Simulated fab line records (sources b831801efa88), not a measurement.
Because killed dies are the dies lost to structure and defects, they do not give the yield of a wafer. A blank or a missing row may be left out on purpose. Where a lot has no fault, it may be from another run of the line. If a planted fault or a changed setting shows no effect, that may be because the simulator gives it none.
Comparing a struck lot with a sound one | flow sky130 | 15 steps out of a route of 708
Sound: wafers L921.2, L921.4, L921.5. Wafers struck: L927.1, L927.2, L927.3. The cause comes at the end.
At each step with rows: each side's tool, then ch and its chambers, then its first start. Under that, the readings that differ: sound wafers | struck wafers | difference of the means | sigmas: that difference in standard deviations of wafers without a fault.
alike: words and numbers the same on both sides, and readings whose means are apart by under 2 such deviations; not compared: readings that were withheld, readings missing a value for some wafer, numbers with overlapping values and no deviation given by the record, and bounds like >300 which may hide the same value.
Wherever a step has rows on one side only, a row that says differs or no value, or a row with sigmas, the two part there. Non-overlapping numbers with no deviation appear without sigmas and do not part them. A reading missing from all wafers of one side parts the sides only when that side holds two or more wafers.

first, 2 steps without rows for these wafers: SKY_LOCAL_INTERCONNECT_CLEAN_17 (cleans in IPA, time 180 s); SKY_LOCAL_INTERCONNECT_CLEAN_18 (cleans in O3/DIW).
SKY_CONTACT_CVD_00: deposits Si3N4, target thk 75 nm.
  sound on pecvd-04 ch 0,1,2, day 31 18:33; struck on pecvd-04 ch 0,1,2, day 33 18:35
  alike: heaterPowerW
SKY_CONTACT_THK_MEAS_01:
  sound on filmMetro-01 at day 31 18:35; struck on filmMetro-01 at day 33 18:37
  alike: CONTACT_CVD_00_THK
then, 1 step without rows for these wafers: SKY_CONTACT_HDPCVD_02 (deposits SiO2, target thk 565 nm, time 94.2 s).
SKY_CONTACT_THK_MEAS_03:
  sound on filmMetro-02 at day 31 18:45; struck on filmMetro-02 at day 33 18:44
  alike: CONTACT_HDPCVD_THK
SKY_CONTACT_CMP_04: polishes SiO2.
  sound on cmp-02 ch 1,2, day 31 18:48; struck on cmp-02 ch 1,2,3, day 33 18:48
  alike: motorCurrentA, timeToEndpointS
SKY_CONTACT_BOW_MEAS_05:
  sound on filmMetro-01 at day 31 19:07; struck on filmMetro-03 at day 33 19:06
  alike: CONTACT_BOW
then, 4 steps without rows for these wafers: SKY_CONTACT_DEHYDRATE_06 (time 60 s); SKY_CONTACT_HMDS_07 (prime time 60 s); SKY_CONTACT_COAT_08 (resist thk 60 nm); SKY_CONTACT_COAT_09 (resist thk 450 nm).
SKY_CONTACT_SOFTBAKE_10: time 90 s.
  sound on lithoTrack-02 ch 0, day 32 09:00; struck on lithoTrack-01 ch 0, day 34 07:00
reading               | sound             | struck               | difference | sigmas
heaterPowerTotalW (W) | 57.50 57.46 57.41 | 60.00 59.87 59.99    | +2.50      | +23
plateTempC (C)        | 99.82 99.70 99.93 | 103.20 103.21 103.05 | +3.34      | +26
then, 1 step without rows for these wafers: SKY_CONTACT_EXPOSE_11 (exposes mask CTM1, target cd 170 nm).
-- the record jumps here: 14 days lie between the struck wafers' starts before and after (it left off in module CONTACT and takes up again in module PAD_OPEN, whose first step shown is number 708 of the route) --
SKY_PAD_OPEN_PROBE_99:
  record: rows for the struck wafers here (prober-01, day 48 04:40), none for the sound ones

== WHERE THEY PART ==
Earliest at SKY_CONTACT_SOFTBAKE_10; latest, in this record, at SKY_PAD_OPEN_PROBE_99.

WHY: the cause the simulator had injected
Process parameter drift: lithoTrack-01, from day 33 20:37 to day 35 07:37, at SKY_CONTACT_SOFTBAKE_10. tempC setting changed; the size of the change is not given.
